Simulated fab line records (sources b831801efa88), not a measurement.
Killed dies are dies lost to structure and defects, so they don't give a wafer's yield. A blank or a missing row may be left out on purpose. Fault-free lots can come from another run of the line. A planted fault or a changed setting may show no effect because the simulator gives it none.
A lot that was struck, set against a sound lot -- flow gf180mcu -- 14 steps out of a route of 602
Sound: wafers L666.1, L666.2, L666.4. The struck wafers were L681.1, L681.2, L681.5. The cause comes at the end.
Each step with rows lists, per side, the tool, then ch with its chambers, then its first start. Under that, the readings that differ: sound wafers -- struck wafers -- difference of the means -- sigmas: that difference in standard deviations of wafers without a fault.
alike: same words and numbers on both sides, and readings whose means sit less than 2 such deviations apart. not compared: any withheld reading, any reading some wafer has no value for, any bound like >300 that may hide the same value, and any number with overlapping values for which the record gives no deviation.
A row with sigmas, a row that says differs or no value, or rows on one side alone: a step with any of these is where the two part. Numbers that have no deviation but don't overlap get no sigmas and don't part them. A reading that every wafer of one side lacks parts them only if that side has two wafers or more.

GF_HV_LDD_RS_MEAS_53: the measuring method here is four-point-probe.
  struck on film-metro-03, day 18 18:37; sound on film-metro-04, day 13 13:53
  alike: HV_LDD_RS
then, 1 step without rows for these wafers: GF_HV_LDD_CVD_54 (deposits SiO2 from TEOS, target thk 10 nm, time 75 s).
GF_HV_LDD_THK_MEAS_55:
  struck on film-metro-04, day 18 19:45; sound on film-metro-01, day 13 15:32
  alike: HV_LDD_CVD_54_THK
then, 1 step without rows for these wafers: GF_HV_LDD_CVD_56 (deposits Si3N4 from DCS/NH3, target thk 90 nm, time 1543 s).
GF_HV_LDD_THK_MEAS_57:
  struck on film-metro-03, day 18 21:14; sound on film-metro-01, day 13 17:02
  alike: HV_LDD_CVD_56_THK
GF_HV_LDD_ETCHBACK_58: etches Si3N4 in CH3F/O2, stops on SiO2, time 100 s, target depth 90 nm.
  sound on rie-diel-02 ch 1,2, day 13 17:05; struck on rie-diel-04 ch 1,2,3, day 18 21:18
  alike: bias-w, drypump-motor-current-A, oes-product-au, throttle-valve-pct
  not compared: rf-hours-counter-h
then, 6 steps without rows for these wafers: GF_NSD_DEHYDRATE_00 (time 60 s); GF_NSD_HMDS_01 (prime time 60 s); GF_NSD_COAT_02 (resist thk 1000 nm); GF_NSD_SOFTBAKE_03 (time 60 s); GF_NSD_EXPOSE_04 (exposes mask Nplus, target cd 400 nm); GF_NSD_PEB_05.
GF_NSD_DEVELOP_06: develop time 60 s.
  struck on litho-track-01, day 19 21:48; sound on litho-track-01 ch 0, day 14 13:25
  no value came back on the struck wafers for chill-plate-temp-C (C), develop-time-s (s); on the sound wafers chill-plate-temp-C (C) reads 23.09 22.83 22.99
GF_NSD_CD_MEAS_07: target cd 400 nm.
  struck on cd-sem-02, day 19 21:57; sound on cd-sem-02, day 14 13:34
reading,sound,struck,difference,sigmas
cd-nm (nm),399.9 400.1 400.1,- - -,no value on the struck wafers,

## WHERE THEY PART
Earliest at GF_NSD_DEVELOP_06; latest, in this record, at GF_NSD_CD_MEAS_07.

WHY: whatever the simulator had introduced
Beginning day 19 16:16, the whole step at GF_NSD_DEVELOP_06 was skipped on litho-track-01. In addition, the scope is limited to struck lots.
